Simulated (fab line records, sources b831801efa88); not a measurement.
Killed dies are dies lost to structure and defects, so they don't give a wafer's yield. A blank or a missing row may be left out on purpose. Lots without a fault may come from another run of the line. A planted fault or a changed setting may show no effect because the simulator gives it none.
Which tool did it? | flow sky130 | 13 lots, 39 wafers sampled, at 4 steps of a route of 708

WHAT THE GAUGES READ, wafer by wafer
SKY_SONOS_ONO_THK_MEAS_03. Usual: SONOS_ONO_CVD_02_THK 10.52 nm, standard deviation 0.18.
lot  | measured     | on            | SONOS_ONO_CVD_02_THK (nm) | flag
L467 | day 12 00:04 | film_metro-03 | 10.96 11.12 10.85         |
L468 | day 12 00:02 | film_metro-04 | 10.75 10.71 10.65         |
L470 | day 12 21:40 | film_metro-04 | 10.61 10.43 10.58         |
L471 | day 13 04:12 | film_metro-03 | 10.50 10.45 10.48         |
L474 | day 13 23:25 | film_metro-01 | 10.32 10.29 10.35         |
L475 | day 14 10:25 | film_metro-04 | 10.42 10.48 10.32         |
L476 | day 14 20:43 | film_metro-04 | 10.54 10.35 10.62         |
L477 | day 15 01:17 | film_metro-01 | 10.38 10.20 10.34         |
L478 | day 15 15:49 | film_metro-03 | 10.54 10.46 10.51         |
L479 | day 15 18:13 | film_metro-03 | 10.54 10.72 10.74         |
L488 | day 18 22:36 | film_metro-03 | 10.55 10.41 10.47         |
L487 | day 18 22:37 | film_metro-01 | 10.59 10.43 10.50         |
L489 | day 19 06:02 | film_metro-03 | 10.53 10.40 10.44         |

SKY_LDD_N_OVL_MEAS_07. Usual: LDD_N_OVL 0.7 nm, standard deviation 1.2.
lot  | measured     | on         | LDD_N_OVL (nm) | flag
L467 | day 18 06:36 | overlay-01 | -1.0 -0.3 -0.6 |
L468 | day 18 06:17 | overlay-02 | 2.2 1.3 1.8    |
L470 | day 19 08:57 | overlay-02 | 2.4 0.9 3.9    |
L471 | day 19 12:51 | overlay-02 | 1.0 2.1 3.1    |
L474 | day 20 15:13 | overlay-02 | 1.8 0.9 2.5    |
L475 | day 21 01:17 | overlay-02 | -2.0 -1.3 -0.8 |
L476 | day 21 11:17 | overlay-01 | 0.1 0.9 0.6    |
L477 | day 21 16:41 | overlay-02 | 2.9 1.2 1.3    |
L478 | day 22 06:25 | overlay-01 | -1.1 -0.7 -1.1 |
L479 | day 22 10:23 | overlay-01 | 1.5 1.0 1.7    |
L488 | day 25 17:21 | overlay-02 | 1.3 1.9 1.8    |
L487 | day 25 18:56 | overlay-02 | -0.4 0.0 0.7   |
L489 | day 26 00:10 | overlay-01 | 1.2 1.9 1.6    |

WHICH TOOL RAN EACH LOT (tool, then ch and the chambers of the sampled wafers, then the start)
lot  | SKY_VT_ADJUST_HVTR_STRIP_10          | SKY_POLY_GATE_SOFTBAKE_09
L467 | plasma_asher-03 ch 0,1, day 9 18:51  | litho_track-04 ch 0, day 16 07:00
L468 | plasma_asher-03 ch 0,1, day 9 20:58  | litho_track-02 ch 0, day 16 07:00
L470 | plasma_asher-03 ch 0,1, day 10 15:48 | litho_track-02 ch 0, day 17 08:00
L471 | plasma_asher-04 ch 0,1, day 10 23:20 | litho_track-02 ch 0, day 17 12:00
L474 | plasma_asher-03 ch 0,1, day 11 18:08 | litho_track-02 ch 0, day 18 13:00
L475 | plasma_asher-04 ch 0,1, day 12 00:38 | litho_track-03 ch 0, day 19 01:00
L476 | plasma_asher-01 ch 1, day 12 08:31   | litho_track-02 ch 0, day 19 10:00
L477 | plasma_asher-03 ch 0,1, day 12 18:41 | litho_track-03 ch 0, day 19 15:00
L478 | plasma_asher-01 ch 0,1, day 13 08:38 | litho_track-04 ch 0, day 20 07:00
L479 | plasma_asher-04 ch 1, day 13 08:56   | litho_track-02 ch 0, day 20 10:00
L488 | plasma_asher-04 ch 0,1, day 16 07:27 | litho_track-02 ch 0, day 23 18:00
L487 | plasma_asher-04 ch 0,1, day 16 08:47 | litho_track-03 ch 0, day 23 20:00
L489 | plasma_asher-01 ch 0,1, day 16 15:46 | litho_track-03 ch 0, day 24 01:00
- SKY_VT_ADJUST_HVTR_STRIP_10: strips in O2/N2.
- SKY_POLY_GATE_SOFTBAKE_09: time 90 s.

WHAT THE TOOLS THEMSELVES READ (means of the sampled wafers that have a number; where no wafer has one, the mark that the record gives instead)
SKY_VT_ADJUST_HVTR_STRIP_10. Usual: drypump_motor_current_A 5.7 A, standard deviation 0.51; oes_product_au 0.716 a.u., standard deviation 0.0049; strip_time_to_endpoint_s 14.16 s, standard deviation 0.038.
lot  | tool            | drypump_motor_current_A (A) | oes_product_au (a.u.) | strip_time_to_endpoint_s (s) | flag
L467 | plasma_asher-03 | 5.6                         | 0.715                 | 14.20                        |
L468 | plasma_asher-03 | 5.9                         | 0.713                 | 14.11                        |
L470 | plasma_asher-03 | 5.6                         | 0.719                 | 14.13                        |
L471 | plasma_asher-04 | 5.8                         | 0.717                 | 14.16                        |
L474 | plasma_asher-03 | 5.6                         | 0.719                 | 14.21                        |
L475 | plasma_asher-04 | 5.6                         | 0.716                 | 14.19                        |
L476 | plasma_asher-01 | 4.8                         | 0.713                 | 14.20                        |
L477 | plasma_asher-03 | 5.9                         | 0.721                 | 14.15                        |
L478 | plasma_asher-01 | 5.8                         | 0.715                 | 14.15                        |
L479 | plasma_asher-04 | 5.3                         | 0.717                 | 14.17                        |
L488 | plasma_asher-04 | 5.8                         | 0.716                 | 14.20                        |
L487 | plasma_asher-04 | 5.6                         | 0.714                 | 14.17                        |
L489 | plasma_asher-01 | 5.3                         | 0.715                 | 14.11                        |

SKY_POLY_GATE_SOFTBAKE_09. Usual: heater_power_total_W 57.35 W, standard deviation 0.11; plate_temp_C 99.97 C, standard deviation 0.1.
lot  | tool           | heater_power_total_W (W) | plate_temp_C (C) | flag
L467 | litho_track-04 | 57.40                    | 99.98            |
L468 | litho_track-02 | 57.28                    | 99.98            |
L470 | litho_track-02 | 57.32                    | 99.91            |
L471 | litho_track-02 | 57.40                    | 99.87            |
L474 | litho_track-02 | 57.37                    | 100.02           |
L475 | litho_track-03 | 57.33                    | 99.99            |
L476 | litho_track-02 | 57.37                    | 99.83            |
L477 | litho_track-03 | 57.34                    | 99.91            |
L478 | litho_track-04 | 57.23                    | 99.95            |
L479 | litho_track-02 | 57.34                    | 99.85            |
L488 | litho_track-02 | 57.37                    | 99.89            |
L487 | litho_track-03 | 53.39                    | 95.00            | OFF
L489 | litho_track-03 | 53.39                    | 94.86            | OFF

THE ANSWER, worked out from the rows above alone
Rule: a lot is off if the mean of its wafers that have a number lies more than 3 standard deviations from the usual mean. A lot without any number at a reading at which 4 lots or more have one is off too. The other lots that the step has rows for count as sound. The gauges are gone through in route order, then the tools' own readings, and for those a lot's mean is taken as printed above. The first step at which some lot is off is used, and at that step the reading that is off furthest; a lot without a number counts as furthest.
Off: L487, L489, at SKY_POLY_GATE_SOFTBAKE_09 (plate_temp_C).
A tool fits if, at that step or a process step before it, it ran every lot that is off, and no sound lot after the first of them. One fits: litho_track-03 at SKY_POLY_GATE_SOFTBAKE_09. Its last sound lot is L477 (day 19 15:00), its first lot that is off L487 (day 23 20:00): a fault that began between those two fits.
The tool's own readings at SKY_POLY_GATE_SOFTBAKE_09 bear it out: on the lots that are off they differ by more than 5 times the standard deviation of the sound lots' means. heater_power_total_W reads 53.39 W there against 57.34 W on the sound lots; plate_temp_C reads 94.93 C there against 99.93 C on the sound lots.

WHAT THE SIMULATOR HAD PUT IN
Process parameter drift: litho_track-03, from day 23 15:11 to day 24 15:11, at SKY_POLY_GATE_SOFTBAKE_09. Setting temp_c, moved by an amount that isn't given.
Lots struck among those shown: L487, L489. The rule above found the same.
